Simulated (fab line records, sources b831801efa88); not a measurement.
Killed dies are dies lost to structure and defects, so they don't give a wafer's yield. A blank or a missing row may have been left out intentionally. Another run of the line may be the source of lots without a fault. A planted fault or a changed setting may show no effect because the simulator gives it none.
fab line records	flow sky130
record lots=7	wafers=21	last-day=49
route steps=708 shown NWELL@82 PWDE@84 VT_ADJUST_HVTP@85 VT_ADJUST_LVTN@97 PAD_OPEN@708
lots untouched by any fault: they come from a run of this same line in which no faults occurred
start-h: hours from the record's first day to the start of the lot's first wafer shown	wait-h: how many hours have passed since the lot's step before this one	" identical to the entry in the row above	L1.1+2: a row that stands for several wafers	- value missing, or start not given	* or withheld: withheld	< > ~ a bound
route shown NAME@n: names a module that has steps shown in the file, with the first one's number in the route	usual: mean/standard deviation taken from wafers without a fault	same: alike in all rows	chamber/n: place in a boat	sites: readings site by site	_std_site: how widely they spread, as a standard deviation	_edge_site: inner sites' mean taken away from outer sites' mean	radius-mm: how far each site lies from the wafer's centre	mask NAME#n: copy n	behind: the most recent tool/chamber to have shaped the wafer	hold: the reason the lot was held/the length of the hold in hours/how it ended	device: transistor that didn't switch, given as n, p or np	end of line: the same wafers' tests at the end of the route	a step with no rows: only its recipe	killed: at the first sort, the dies lost to defects and structure; wafer yield is something else	map: dies across one wafer; x = killed, . = not, _ = none there
set.NAME: the setting that was run; set.NAME@STEP: the one run at that earlier step	model.NAME: the simulator's own value behind a step, which no gauge read
lots at selected steps of the route; one table per step, one row per wafer
services: the hour from which a tool's chamber was out of use, counted from the record's first day as start-h (under 0 if before that day), plus the number of hours and why
## steps
# step SKY_NWELL_RS_MEAS_29
# recipe thk-meas-gauge=four-point-probe
# usual NWELL_RS=625.2/1.6
lot.wafer	tool	chamber	start-h	wait-h	NWELL_RS[ohm/sq]
L203.2	film-metro-04	-	103.69	0.1	624.2
L203.3	"	-	"	"	622.1
L203.5	"	-	"	"	624.6
L205.1	film-metro-01	-	118.77	0.1	626.4
L205.2	"	-	"	"	626.4
L205.6	"	-	"	"	625.6
L209.1	film-metro-02	-	142.38	0.1	626.6
L209.2	"	-	"	"	627.3
L209.4	"	-	"	"	626.2
L213.3	film-metro-02	-	162.76	0.1	624.9
L213.5	"	-	"	"	624.7
L213.6	"	-	"	"	625.2
L214.1	film-metro-02	-	168.49	0.1	624.6
L214.2	"	-	"	"	624.5
L214.6	"	-	"	"	625.7
L219.1	film-metro-01	-	201.42	0.1	622.7
L219.2	"	-	"	"	623.5
L219.6	"	-	"	"	623.0
L223.3	film-metro-01	-	224.33	0.1	622.3
L223.5	"	-	"	"	625.1
L223.6	"	-	"	"	622.5
# step SKY_NWELL_RS_MEAS_31
# recipe thk-meas-gauge=four-point-probe
# usual PWDE_RS=5282/18
lot.wafer	tool	chamber	start-h	wait-h	PWDE_RS[ohm/sq]
L203.2	film-metro-04	-	103.93	0.1	5276
L203.3	"	-	"	"	5251
L203.5	"	-	"	"	5281
L205.1	film-metro-01	-	119.01	0.1	5263
L205.2	"	-	"	"	5264
L205.6	"	-	"	"	5271
L209.1	film-metro-02	-	142.62	0.1	5282
L209.2	"	-	"	"	5276
L209.4	"	-	"	"	5280
L213.3	film-metro-02	-	163.00	0.1	5277
L213.5	"	-	"	"	5262
L213.6	"	-	"	"	5256
L214.1	film-metro-02	-	168.73	0.1	5287
L214.2	"	-	"	"	5285
L214.6	"	-	"	"	5284
L219.1	film-metro-01	-	201.66	0.1	5242
L219.2	"	-	"	"	5272
L219.6	"	-	"	"	5266
L223.3	film-metro-01	-	224.57	0.1	5269
L223.5	"	-	"	"	5277
L223.6	"	-	"	"	5254
# step SKY_VT_ADJUST_HVTP_DEHYDRATE_00
# recipe temp-c=200	time-s=60
# step SKY_VT_ADJUST_HVTP_HMDS_01
# recipe prime-time-s=60	prime-temp-c=120
# step SKY_VT_ADJUST_HVTP_COAT_02
# recipe resist=NOVOLAK	spin-rpm=3000	resist-thk-nm=1140
# step SKY_VT_ADJUST_HVTP_SOFTBAKE_03
# recipe temp-c=90	time-s=60	resist=NOVOLAK
# step SKY_VT_ADJUST_HVTP_EXPOSE_04
# recipe mask-id=HVTPM	na=0.6	source-shape=conventional	sigma-outer=0.6	polarization=unpolarized	target-cd-nm=380	dose-mj=140
# step SKY_VT_ADJUST_HVTP_PEB_05
# recipe temp-c=withheld	time-s=*	resist=NOVOLAK
# step SKY_VT_ADJUST_HVTP_DEVELOP_06
# recipe resist=NOVOLAK	developer=TMAH	develop-time-s=60	dev-temp-c=23
# step SKY_VT_ADJUST_HVTP_CD_MEAS_07
# recipe target-cd-nm=380
# usual cd-nm=379.4/2.6
lot.wafer	tool	chamber	start-h	wait-h	cd-nm
L203.2	cd-sem-01	-	122.36	0.1	378.2
L203.3	"	-	"	"	377.0
L203.5	"	-	"	"	377.0
L205.1	cd-sem-02	-	138.29	0.1	382.0
L205.2	"	-	"	"	381.4
L205.6	"	-	"	"	381.4
L209.1	cd-sem-01	-	161.99	0.1	379.3
L209.2	"	-	"	"	380.9
L209.4	"	-	"	"	379.2
L213.3	cd-sem-02	-	183.48	0.1	378.4
L213.5	"	-	"	"	381.6
L213.6	"	-	"	"	381.8
L214.1	cd-sem-01	-	189.34	0.1	382.9
L214.2	"	-	"	"	379.8
L214.6	"	-	"	"	379.7
L219.1	cd-sem-02	-	223.24	0.1	376.7
L219.2	"	-	"	"	375.2
L219.6	"	-	"	"	377.7
L223.3	cd-sem-01	-	247.77	0.1	380.8
L223.5	"	-	"	"	378.9
L223.6	"	-	"	"	381.4
# step SKY_VT_ADJUST_HVTP_OVL_MEAS_08
# usual VT_ADJUST_HVTP_OVL=-0.7/1.3
lot.wafer	tool	chamber	start-h	wait-h	VT_ADJUST_HVTP_OVL[nm]
L203.2	overlay-02	-	122.47	0.1	-2.3
L203.3	"	-	"	"	-2.1
L203.5	"	-	"	"	-0.9
L205.1	overlay-02	-	138.41	0.1	-1.1
L205.2	"	-	"	"	-0.9
L205.6	"	-	"	"	-0.2
L209.1	overlay-02	-	162.11	0.1	-1.8
L209.2	"	-	"	"	-2.1
L209.4	"	-	"	"	-1.9
L213.3	overlay-01	-	183.57	0.1	0.9
L213.5	"	-	"	"	1.0
L213.6	"	-	"	"	-1.0
L214.1	overlay-01	-	189.46	0.1	0.5
L214.2	"	-	"	"	-1.8
L214.6	"	-	"	"	-2.8
L219.1	overlay-01	-	223.36	0.1	-0.1
L219.2	"	-	"	"	-1.2
L219.6	"	-	"	"	-1.5
L223.3	overlay-01	-	247.86	0.1	-2.1
L223.5	"	-	"	"	-1.8
L223.6	"	-	"	"	-2.4
# step SKY_VT_ADJUST_HVTP_IMPLANT_09
# recipe species=As	energy-kev=150	dose-cm2=4.3e+12	tilt-deg=withheld
lot.wafer	tool	chamber	start-h	wait-h
L203.2+3+5	implanter-03	0	122.52	0.0
L205.1+2+6	implanter-04	0	138.45	0.0
L205.1+2+6	implanter-04	0	138.77	0.3
L209.1+2+4	implanter-02	0	162.15	0.0
L209.1+2+4	implanter-02	0	162.48	0.3
L213.3+5+6	implanter-02	0	183.64	0.1
L214.1+2+6	implanter-04	0	189.49	0.0
L214.1+2+6	implanter-04	0	189.81	0.3
L219.1+2+6	implanter-04	0	223.39	0.0
L223.3+5+6	implanter-03	0	247.93	0.1
# step SKY_VT_ADJUST_HVTP_STRIP_10
# recipe chemistry=O2/N2	power-w=1400	pressure-mtorr=1500	platen-temp-c=withheld	o2-flow-sccm=3000	n2-flow-sccm=300	overash-fraction=0.5
# usual drypump-motor-current-A=5.58/0.12	oes-product-au=0.716/0.005	strip-time-to-endpoint-s=14.19/0.033
# same overash-fraction=0.5
lot.wafer	tool	chamber	start-h	wait-h	drypump-motor-current-A	oes-product-au	rf-hours-counter-h	strip-time-to-endpoint-s
L203.2	plasma-asher-03	1	122.65	0.1	5.67	0.715	43	14.20
L203.3	"	1	"	"	5.65	0.714	-	14.17
L203.5	"	1	"	"	5.66	0.717	-	14.14
L205.1	plasma-asher-04	0	138.92	0.1	5.64	0.720	2	14.21
L205.2	"	1	"	"	5.40	0.726	2	14.20
L205.6	"	0	"	"	5.66	0.723	-	14.17
L209.1	plasma-asher-04	0	162.63	0.1	5.67	0.721	4	14.18
L209.2	"	1	"	"	5.43	0.719	4	14.23
L209.4	"	0	"	"	5.69	0.714	-	14.20
L213.3	plasma-asher-04	0	183.78	0.1	5.68	0.711	-	14.17
L213.5	"	0	"	"	5.69	0.719	-	14.14
L213.6	"	1	"	"	5.41	0.712	-	14.15
L214.1	plasma-asher-03	1	189.96	0.1	5.69	0.717	50	14.18
L214.2	"	0	"	"	5.65	0.721	50	14.21
L214.6	"	0	"	"	5.66	0.716	-	14.15
L219.1	plasma-asher-04	0	223.54	0.1	5.70	0.718	10	14.20
L219.2	"	1	"	"	5.44	0.715	10	14.14
L219.6	"	1	"	"	5.44	0.719	-	14.16
L223.3	plasma-asher-03	0	248.07	0.1	5.62	0.723	-	14.19
L223.5	"	1	"	"	5.67	0.712	-	14.20
L223.6	"	0	"	"	5.65	0.716	-	14.18
# step SKY_VT_ADJUST_HVTP_TW_MEAS_11
# usual VT_ADJUST_HVTP_TW=1360/7.1
lot.wafer	tool	chamber	start-h	wait-h	VT_ADJUST_HVTP_TW
L203.2	film-metro-02	-	122.76	0.1	1357
L203.3	"	-	"	"	1350
L203.5	"	-	"	"	1347
L205.1	film-metro-04	-	139.02	0.1	1699
L205.2	"	-	"	"	1692
L205.6	"	-	"	"	1700
L209.1	film-metro-02	-	162.84	0.2	1695
L209.2	"	-	"	"	1689
L209.4	"	-	"	"	1688
L213.3	film-metro-03	-	183.86	0.1	1356
L213.5	"	-	"	"	1350
L213.6	"	-	"	"	1358
L214.1	film-metro-04	-	190.06	0.1	1694
L214.2	"	-	"	"	1701
L214.6	"	-	"	"	1698
L219.1	film-metro-03	-	223.64	0.1	1351
L219.2	"	-	"	"	1354
L219.6	"	-	"	"	1352
L223.3	film-metro-04	-	248.15	0.1	1364
L223.5	"	-	"	"	1366
L223.6	"	-	"	"	1359
# step SKY_VT_ADJUST_LVTN_DEHYDRATE_00
# recipe temp-c=200	time-s=60
# step SKY_PAD_OPEN_PROBE_99
# usual killed_at_M0_to_M3=43/6.5	killed_at_M4_up=3.2/1.8	killed-at-contacts=26/5.2	killed-at-front-end=16/4.8	killed-at-other=0.3/0.6	killed-dies=89/9.6	killed-open=48/7.1	killed-short=40/6.4
# same gross-dies=492	killed-at-back-side=0
lot.wafer	tool	chamber	start-h	wait-h	killed_at_M0_to_M3	killed_at_M4_up	killed-at-contacts	killed-at-front-end	killed-at-other	killed-dies	killed-open	killed-short	model.etest.tip-p.rs-ohm-sq	model.etest.pfet_01v8.r-on-ohm-um	model.etest.pfet_01v8.drive-ua-um	model.etest.pfet_01v8_mvt.drive-ua-um	model.etest.tip-p.rs-ohm-sq-range	model.etest.pfet_01v8_hvt.drive-ua-um	model.etest.sram-pfet-latch.drive-ua-um	model.etest.ring_1v8.delay-ps
L203.2	prober-02	-	1074.58	0.1	38	0	32	11	0	81	41	40	6867	2905	193.7	152.8	206.4	142.9	138.7	21.12
L203.3	prober-02	-	1074.63	0.2	36	1	26	14	0	77	41	36	6899	2833	197.1	156	167.1	147.6	143.3	21
L203.5	prober-02	-	1074.73	0.2	44	4	19	14	0	81	44	37	6901	2916	191.1	152	163.1	141.6	138.3	21.39
L205.1	prober-02	-	1093.28	0.1	55	5	29	17	0	106	58	48	9123	3587	130.1	92.34	335.8	101.3	98	26.85
L205.2	prober-02	-	1093.33	0.1	40	2	25	8	1	76	41	34	9116	3640	125.9	90.34	239.3	98.33	100.6	28
L205.6	prober-02	-	1093.53	0.2	37	2	25	22	1	87	44	42	9061	3625	125.6	90.49	244.7	99.25	98.19	27.19
L209.1	prober-02	-	1115.99	0.1	32	3	22	10	0	67	38	29	9298	3772	118.3	84.55	231	92.67	95.72	28.81
L209.2	prober-02	-	1116.04	0.1	48	4	24	24	0	100	50	50	9423	3741	119.9	87.24	311.1	94.75	99.48	28.53
L209.4	prober-02	-	1116.14	0.2	47	0	18	11	0	76	35	41	9430	3718	120.8	86.2	133	94.89	97.09	27.34
L213.3	prober-01	-	1134.54	0.2	45	10	21	15	0	91	53	38	6938	2978	187	148.1	168.1	139.1	134.1	21.72
L213.5	prober-01	-	1134.64	0.2	49	4	18	12	1	84	47	37	6896	2928	190.8	150.1	281.5	143.7	136.8	21.28
L213.6	prober-01	-	1134.69	0.2	30	3	26	18	1	78	41	37	6795	2930	191.1	150.1	160.1	140.8	140.1	21.45
L214.1	prober-02	-	1138.91	0.1	37	4	28	19	1	89	51	38	8984	3691	123.6	90.48	238.4	96.96	94.26	28.22
L214.2	prober-02	-	1138.96	0.1	43	2	33	22	0	100	55	44	8996	3577	129.1	93.51	183.5	100.3	102.8	27.14
L214.6	prober-02	-	1139.16	0.2	47	7	28	16	0	98	52	46	9024	3689	125.1	91.67	120	97.4	97.8	27.99
L219.1	prober-01	-	1170.27	0.1	38	5	33	10	0	86	39	47	6892	3028	182.7	145.6	190.2	135.2	134.4	22.39
L219.2	prober-01	-	1170.32	0.1	49	5	22	23	0	99	61	36	6843	2911	191.1	150.6	170.6	141.2	141.2	21.34
L219.6	prober-01	-	1170.52	0.2	48	4	25	15	0	92	49	41	6836	2971	187.6	149.5	161.4	138.6	136.9	21.59
L223.3	prober-01	-	1183.06	0.2	52	2	31	24	0	109	66	43	6722	2732	207	161.7	144.6	154.6	163.8	20.67
L223.5	prober-01	-	1183.16	0.2	45	5	29	17	0	96	52	44	6701	2775	204	161.9	152.8	153.8	149.3	20.23
L223.6	prober-01	-	1183.21	0.2	46	2	27	18	0	93	48	45	6703	2755	206	162.4	173.1	155	155.3	20.3
# killed by level:class
L203.2 LI_CONTACT:geometric-particle:open=12 CONTACT:geometric-particle:open=9 METAL1:geometric-particle:short=8 METAL2:geometric-particle:short=7 CONTACT:geometric-particle:short=5 VIA3:geometric-particle:open=5 FIELD_ISO:geometric-particle:short=4 VIA2:geometric-particle:open=4
L203.3 VIA3:geometric-particle:open=8 CONTACT:geometric-particle:short=8 CONTACT:geometric-particle:open=7 VIA2:geometric-particle:open=7 FIELD_ISO:geometric-particle:short=6 LI_CONTACT:geometric-particle:open=6 FIELD_ISO:geometric-particle:open=5 METAL1:geometric-particle:short=5
L203.5 VIA1:geometric-particle:open=10 VIA2:geometric-particle:open=10 CONTACT:geometric-particle:open=6 VIA3:geometric-particle:open=6 POLY_GATE:geometric-particle:short=5 CONTACT:geometric-particle:short=5 FIELD_ISO:geometric-particle:open=4 FIELD_ISO:geometric-particle:short=4
L205.1 LI_CONTACT:geometric-particle:open=15 VIA1:geometric-particle:open=11 METAL2:geometric-particle:short=10 VIA1:geometric-particle:short=9 VIA2:geometric-particle:open=8 CONTACT:geometric-particle:open=6 POLY_GATE:geometric-particle:short=4 METAL3:geometric-particle:short=4
L205.2 CONTACT:geometric-particle:open=9 VIA1:geometric-particle:open=7 LI_CONTACT:geometric-particle:open=7 VIA2:geometric-particle:open=7 CONTACT:geometric-particle:short=6 METAL1:geometric-particle:short=5 VIA1:geometric-particle:short=5 METAL2:geometric-particle:short=4
L205.6 CONTACT:geometric-particle:open=9 VIA1:geometric-particle:open=8 POLY_GATE:geometric-particle:short=7 CONTACT:geometric-particle:short=7 VIA3:geometric-particle:open=7 VIA2:geometric-particle:open=7 FIELD_ISO:geometric-particle:short=5 LI_CONTACT:geometric-particle:short=4
L209.1 VIA1:geometric-particle:open=13 CONTACT:geometric-particle:open=10 VIA1:geometric-particle:short=5 LI_CONTACT:geometric-particle:open=4 METAL2:geometric-particle:short=4 FIELD_ISO:geometric-particle:open=3 LI_CONTACT:geometric-particle:short=3 CONTACT:geometric-particle:short=3
L209.2 VIA1:geometric-particle:open=9 VIA2:geometric-particle:open=8 VIA3:geometric-particle:open=8 VIA2:geometric-particle:short=7 METAL2:geometric-particle:short=7 FIELD_ISO:geometric-particle:open=6 POLY_GATE:geometric-particle:short=6 CONTACT:geometric-particle:open=6
L209.4 VIA2:geometric-particle:open=10 LI_CONTACT:geometric-particle:short=7 VIA2:geometric-particle:short=6 CONTACT:geometric-particle:open=6 VIA1:geometric-particle:open=6 METAL2:geometric-particle:short=6 VIA1:geometric-particle:short=5 METAL3:geometric-particle:short=4
L213.3 VIA2:geometric-particle:open=12 VIA1:geometric-particle:open=10 METAL4:geometric-particle:short=7 LI_CONTACT:geometric-particle:open=5 LOCAL_INTERCONNECT:geometric-particle:short=5 CONTACT:geometric-particle:open=5 FIELD_ISO:geometric-particle:open=4 POLY_GATE:geometric-particle:short=4
L213.5 CONTACT:geometric-particle:open=10 VIA1:geometric-particle:open=9 VIA3:geometric-particle:open=7 VIA3:geometric-particle:short=6 METAL2:geometric-particle:short=5 METAL1:geometric-particle:short=5 VIA1:geometric-particle:short=5 LI_CONTACT:geometric-particle:open=4
L213.6 CONTACT:geometric-particle:open=8 LI_CONTACT:geometric-particle:open=7 VIA2:geometric-particle:open=7 POLY_GATE:geometric-particle:open=5 CONTACT:geometric-particle:short=5 METAL1:geometric-particle:short=4 LI_CONTACT:geometric-particle:short=4 VIA1:geometric-particle:open=4
L214.1 VIA1:geometric-particle:open=12 CONTACT:geometric-particle:open=11 FIELD_ISO:geometric-particle:short=8 VIA3:geometric-particle:open=6 FIELD_ISO:geometric-particle:open=5 LI_CONTACT:geometric-particle:open=5 LI_CONTACT:geometric-particle:short=4 LOCAL_INTERCONNECT:geometric-particle:short=4
L214.2 CONTACT:geometric-particle:open=14 VIA1:geometric-particle:open=10 METAL2:geometric-particle:short=10 CONTACT:geometric-particle:short=8 FIELD_ISO:geometric-particle:open=7 LI_CONTACT:geometric-particle:open=6 POLY_GATE:geometric-particle:open=5 VIA1:geometric-particle:short=5
L214.6 LI_CONTACT:geometric-particle:open=11 VIA1:geometric-particle:open=9 FIELD_ISO:geometric-particle:short=7 CONTACT:geometric-particle:short=7 METAL4:geometric-particle:short=7 VIA3:geometric-particle:open=7 METAL1:geometric-particle:short=6 FIELD_ISO:geometric-particle:open=5
L219.1 LI_CONTACT:geometric-particle:open=9 VIA1:geometric-particle:open=9 CONTACT:geometric-particle:short=7 CONTACT:geometric-particle:open=7 VIA1:geometric-particle:short=7 LOCAL_INTERCONNECT:geometric-particle:short=6 VIA2:geometric-particle:open=6 METAL4:geometric-particle:short=5
L219.2 VIA1:geometric-particle:open=18 POLY_GATE:geometric-particle:open=8 CONTACT:geometric-particle:open=7 FIELD_ISO:geometric-particle:short=6 METAL2:geometric-particle:short=6 VIA2:geometric-particle:open=6 LI_CONTACT:geometric-particle:open=6 LOCAL_INTERCONNECT:geometric-particle:short=5
L219.6 VIA1:geometric-particle:open=10 VIA3:geometric-particle:open=8 LI_CONTACT:geometric-particle:open=7 METAL1:geometric-particle:short=7 CONTACT:geometric-particle:open=6 CONTACT:geometric-particle:short=5 VIA2:geometric-particle:short=5 METAL4:geometric-particle:short=4
L223.3 CONTACT:geometric-particle:open=16 VIA1:geometric-particle:open=12 VIA2:geometric-particle:open=10 FIELD_ISO:geometric-particle:open=8 LI_CONTACT:geometric-particle:open=6 VIA1:geometric-particle:short=6 VIA2:geometric-particle:short=6 POLY_GATE:geometric-particle:open=5
L223.5 LI_CONTACT:geometric-particle:open=9 METAL1:geometric-particle:short=9 VIA3:geometric-particle:open=8 CONTACT:geometric-particle:open=7 VIA1:geometric-particle:open=7 FIELD_ISO:geometric-particle:open=6 LOCAL_INTERCONNECT:geometric-particle:short=5 FIELD_ISO:geometric-particle:short=4
L223.6 CONTACT:geometric-particle:open=10 VIA1:geometric-particle:open=8 METAL1:geometric-particle:short=6 METAL3:geometric-particle:short=6 FIELD_ISO:geometric-particle:short=5 CONTACT:geometric-particle:short=5 VIA2:geometric-particle:open=5 LI_CONTACT:geometric-particle:open=4
## services
tool	chamber	start-h	hours	kind
implanter-02	-	100.37	0.7	repair
plasma-asher-04	-	108.75	9.0	pm
plasma-asher-04	0	108.75	9.0	vent-cycle
plasma-asher-04	1	108.75	9.0	vent-cycle
plasma-asher-04	-	114.03	2.4	repair
plasma-asher-04	0	117.75	-	clean
plasma-asher-04	1	117.75	-	clean
implanter-03	-	137.55	5.6	pm
implanter-03	-	172.11	3.2	repair
plasma-asher-03	-	227.99	5.0	repair
plasma-asher-04	-	231.82	2.7	repair
implanter-04	-	237.74	0.9	repair
## key
first-sign step=SKY_VT_ADJUST_HVTP_IMPLANT_09	reading=visit	direction=added
effect step=SKY_VT_ADJUST_HVTP_TW_MEAS_11	reading=VT_ADJUST_HVTP_TW	direction=up	sigmas=47	usual=1360	struck=1695
model-effect step=SKY_PAD_OPEN_PROBE_99	value=etest.tip-p.rs-ohm-sq	without=6896	struck=9162
met-at SKY_VT_ADJUST_HVTP_IMPLANT_09
struck-wafers L205.1,L205.2,L205.6,L209.1,L209.2,L209.4,L214.1,L214.2,L214.6
tester-left-out L205,L209,L214
fault kind=repeated-step-whole	tool=implanter-02,implanter-03,implanter-04	chamber=-	onset-h=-	steps=SKY_VT_ADJUST_HVTP_IMPLANT_09	times=1	scope=struck-lots-only
# tester-left-out: of these lots the tester's yield and bins aren't shown, on N5 and GAA mostly nor the transistor test; their killed dies are dies lost to structure and defects alone, not to doping, threshold or leakage, so they don't give the yield
